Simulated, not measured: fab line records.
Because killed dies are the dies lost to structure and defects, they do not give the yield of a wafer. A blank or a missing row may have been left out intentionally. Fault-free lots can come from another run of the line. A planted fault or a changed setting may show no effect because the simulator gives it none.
Which tool is to blame?	flow sky130	13 lots with 39 wafers sampled at 3 steps, on a route of 708 steps

== WHAT THE GAUGES READ, wafer by wafer ==
SKY_POLY_GATE_CD_MEAS_22.
lot	measured	on	cd-nm (nm)
L872	day 17 08:33	cd-sem-02	149 152 153
L871	day 17 10:37	cd-sem-02	146 145 148
L870	day 17 13:58	cd-sem-02	147 152 149
L873	day 17 14:00	cd-sem-01	143 146 144
L874	day 17 23:56	cd-sem-02	143 145 142
L876	day 18 16:41	cd-sem-02	153 148 154
L877	day 19 04:07	cd-sem-01	149 146 148
L878	day 19 16:28	cd-sem-01	149 153 151
L889	day 24 09:16	cd-sem-01	152 152 149
L890	day 24 10:35	cd-sem-02	150 143 148
L891	day 24 11:50	cd-sem-02	148 151 146
L892	day 24 11:59	cd-sem-01	150 152 152
L893	day 24 23:21	cd-sem-02	148 149 147

SKY_LDD_HVP_TW_MEAS_10.
lot	measured	on	LDD_HVP_TW
L872	day 22 12:59	film-metro-01	460 459 461
L871	day 22 15:53	film-metro-01	458 460 461
L870	day 22 18:01	film-metro-02	453 453 451
L873	day 22 18:28	film-metro-01	462 462 460
L874	day 23 05:13	film-metro-02	451 451 451
L876	day 23 22:20	film-metro-04	448 449 449
L877	day 24 08:18	film-metro-04	449 447 449
L878	day 24 21:07	film-metro-01	459 457 457
L889	day 29 07:52	film-metro-02	458 455 453
L890	day 29 08:52	film-metro-04	474 473 474
L891	day 29 09:10	film-metro-01	486 486 484
L892	day 29 10:31	film-metro-04	447 449 445
L893	day 29 22:13	film-metro-02	455 455 456

== EACH LOT AND THE TOOL THAT RAN IT (in order: tool; ch and the chambers of the sampled wafers; start) ==
lot	SKY_LDD_HVP_IMPLANT_08
L872	implanter-02 ch 0, day 22 12:46
L871	implanter-01 ch 0, day 22 15:38
L870	implanter-02 ch 0, day 22 17:47
L873	implanter-01 ch 0, day 22 18:15
L874	implanter-02 ch 0, day 23 04:58
L876	implanter-02 ch 0, day 23 22:07
L877	implanter-01 ch 0, day 24 08:03
L878	implanter-01 ch 0, day 24 20:52
L889	implanter-01 ch 0, day 29 07:37
L890	implanter-01 ch 0, day 29 08:37
L891	implanter-01 ch 0, day 29 08:55
L892	implanter-02 ch 0, day 29 10:16
L893	implanter-02 ch 0, day 29 21:58
- SKY_LDD_HVP_IMPLANT_08

== WHAT THE TOOLS THEMSELVES READ (means of the sampled wafers that have a number; where no wafer has one, the mark that the record gives instead) ==
SKY_LDD_HVP_IMPLANT_08.
lot	tool	beam-on-s (s)	faraday-current-uA
L872	implanter-02	9.95	94.9
L871	implanter-01	9.95	94.7
L870	implanter-02	9.84	95.6
L873	implanter-01	10.22	92.2
L874	implanter-02	9.90	95.2
L876	implanter-02	10.07	93.3
L877	implanter-01	9.90	95.1
L878	implanter-01	9.82	95.9
L889	implanter-01	9.81	95.8
L890	implanter-01	12.00	78.3
L891	implanter-01	11.83	79.5
L892	implanter-02	10.11	93.2
L893	implanter-02	10.07	93.4

== THE ANSWER, worked out from the rows above alone ==
Rule: the usual values come from the lots themselves. The widest of any qualifying gaps counts: lots, ordered by their means at a reading, are off when they make up no more than a third of the lots, leave a main group of 4 or more, and stand apart from it by 3 or more times the standard deviation of that group's means. Not used: any main group whose means are identical at the precision the tables above print for the reading. A lot without any number at a reading at which 4 lots or more have one is off too. Where the step has rows for the other lots, those lots are counted as sound. After the gauges, taken in route order, come the tools' own readings; for these a lot's mean is taken, as printed above. At the first step where some lot is off, the reading lying furthest off is the one used; lots without a number count as furthest.
Off: L890, L891 (SKY_LDD_HVP_IMPLANT_08, beam-on-s). For the main group the mean is 9.97 s and the standard deviation 0.13.
A tool fits if, at that step or a process step before it, it ran every lot that is off, and no sound lot after the first of them. One candidate fits, namely implanter-01 at SKY_LDD_HVP_IMPLANT_08. Its last sound lot is L889 (day 29 07:37), its first lot that is off L890 (day 29 08:37): a fault that began between those two fits.
The tool's own readings at SKY_LDD_HVP_IMPLANT_08 bear it out: on the lots that are off they differ by more than 5 times the standard deviation of the sound lots' means. beam-on-s reads 11.91 s there against 9.97 s on the sound lots; faraday-current-uA reads 78.9 there against 94.5 on the sound lots.

== WHAT THE SIMULATOR PUT IN ==
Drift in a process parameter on implanter-01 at SKY_LDD_HVP_IMPLANT_08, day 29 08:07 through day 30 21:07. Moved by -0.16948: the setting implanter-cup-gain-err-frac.
Shown lots that were struck: L890, L891. Same finding as the rule above.
